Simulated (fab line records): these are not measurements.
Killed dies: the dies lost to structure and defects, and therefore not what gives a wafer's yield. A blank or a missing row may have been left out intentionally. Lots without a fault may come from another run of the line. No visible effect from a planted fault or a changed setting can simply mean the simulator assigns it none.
Which of the tools did it? -- flow sky130 -- Sampling: 12 lots, 36 wafers, 3 of 708 route steps

WHAT EACH GAUGE READ, for each wafer
SKY_GATE_OXIDE_TW_MEAS_14. Usual: for GATE_OXIDE_TW the level is 224.0 and the standard deviation is 1.4.
lot,measured,on,GATE_OXIDE_TW,flag
L999,day 13 22:02,filmMetro-03,222.4 223.7 224.9,
L105,day 16 11:34,filmMetro-03,215.2 214.3 214.5,OFF
L107,day 16 23:57,filmMetro-03,214.1 214.1 214.2,OFF
L108,day 17 07:50,filmMetro-01,217.3 217.5 218.4,OFF
L111,day 18 09:29,filmMetro-02,223.5 225.6 224.4,
L115,day 19 21:44,filmMetro-02,224.4 224.8 225.4,
L116,day 20 04:17,filmMetro-03,224.4 224.6 223.8,
L117,day 20 15:35,filmMetro-02,224.0 223.7 224.3,
L118,day 20 23:58,filmMetro-02,225.1 225.1 224.3,
L119,day 21 03:02,filmMetro-03,222.4 222.2 220.4,
L120,day 21 17:16,filmMetro-03,221.3 221.2 220.8,
L121,day 21 21:16,filmMetro-02,223.7 225.1 225.4,

SKY_VIA1_BOW_MEAS_03. Usual: for VIA1_BOW the level is 80 um and the standard deviation is 7.5.
lot,measured,on,VIA1_BOW (um),flag
L999,day 33 00:11,filmMetro-01,83 81 78,
L105,day 35 08:38,filmMetro-01,74 87 72,
L107,day 35 18:47,filmMetro-04,82 83 84,
L108,day 36 05:12,filmMetro-01,71 82 84,
L111,day 36 22:56,filmMetro-04,83 68 71,
L115,day 38 09:14,filmMetro-01,88 81 89,
L116,day 38 11:18,filmMetro-01,80 80 70,
L117,day 38 22:19,filmMetro-01,89 85 95,
L118,day 39 06:09,filmMetro-04,71 73 81,
L119,day 39 08:28,filmMetro-01,70 76 73,
L120,day 39 16:00,filmMetro-03,80 89 79,
L121,day 39 21:46,filmMetro-03,94 71 77,

WHAT TOOL EACH LOT RAN ON (gives the tool, then ch and the chambers of the sampled wafers, and finally the start)
lot,SKY_GATE_OXIDE_IMPLANT_11
L999,"implanter-03 ch 0, day 13 21:41"
L105,"implanter-02 ch 0, day 16 11:13"
L107,"implanter-02 ch 0, day 16 23:39"
L108,"implanter-02 ch 0, day 17 07:29"
L111,"implanter-04 ch 0, day 18 09:08"
L115,"implanter-03 ch 0, day 19 21:25"
L116,"implanter-02 ch 0, day 20 03:56"
L117,"implanter-04 ch 0, day 20 15:14"
L118,"implanter-03 ch 0, day 20 23:37"
L119,"implanter-03 ch 0, day 21 02:43"
L120,"implanter-04 ch 0, day 21 16:56"
L121,"implanter-02 ch 0, day 21 20:55"
- SKY_GATE_OXIDE_IMPLANT_11

AS READ BY THE TOOLS THEMSELVES (means over the sampled wafers that have a number; for cases with no such wafer, the mark the record gives instead)
SKY_GATE_OXIDE_IMPLANT_11. Usual: beamEnergyKeV 9.9996, standard deviation 0.003; doseIonsCm2 2.599e+12, standard deviation 3e+09; endStationPressureTorr 5.03e-06 Torr, standard deviation 2.8e-07.
lot,tool,beamEnergyKeV,doseIonsCm2,endStationPressureTorr (Torr),flag
L999,implanter-03,9.9997,2.604e+12,5.06e-06,
L105,implanter-02,8.4633,2.598e+12,5.20e-06,OFF
L107,implanter-02,8.4680,2.601e+12,5.11e-06,OFF
L108,implanter-02,8.4664,2.597e+12,4.98e-06,OFF
L111,implanter-04,10.0010,2.602e+12,5.10e-06,
L115,implanter-03,9.9987,2.597e+12,5.16e-06,
L116,implanter-02,10.0043,2.602e+12,5.00e-06,
L117,implanter-04,10.0010,2.598e+12,5.03e-06,
L118,implanter-03,9.9973,2.599e+12,4.83e-06,
L119,implanter-03,10.0003,2.600e+12,5.00e-06,
L120,implanter-04,9.9997,2.603e+12,5.21e-06,
L121,implanter-02,10.0020,2.604e+12,4.94e-06,

THE ANSWER, worked out from the rows above alone
Rule: a lot is off if the mean of its wafers that have a number lies more than 3 standard deviations from the usual mean. A lot without any number at a reading at which 4 lots or more have one is off too. The other lots that the step has rows for count as sound. First the gauges in route order, then the tools' own readings, where a lot's mean is used as printed above. The first step at which some lot is off is used, and at that step the reading that is off furthest; a lot without a number counts as furthest.
Off: L105, L107, L108, at SKY_GATE_OXIDE_TW_MEAS_14 (GATE_OXIDE_TW).
If a tool, at a process step before that reading, ran all the lots that are off and no sound lot after the first of them, it fits. The gauges at SKY_GATE_OXIDE_TW_MEAS_14 aren't tried: what is off there is off at SKY_GATE_OXIDE_IMPLANT_11 too, on other tools, and a gauge's error can't cause that. Not one of the candidates tried fits.

WHAT HAD BEEN PUT IN BY THE SIMULATOR
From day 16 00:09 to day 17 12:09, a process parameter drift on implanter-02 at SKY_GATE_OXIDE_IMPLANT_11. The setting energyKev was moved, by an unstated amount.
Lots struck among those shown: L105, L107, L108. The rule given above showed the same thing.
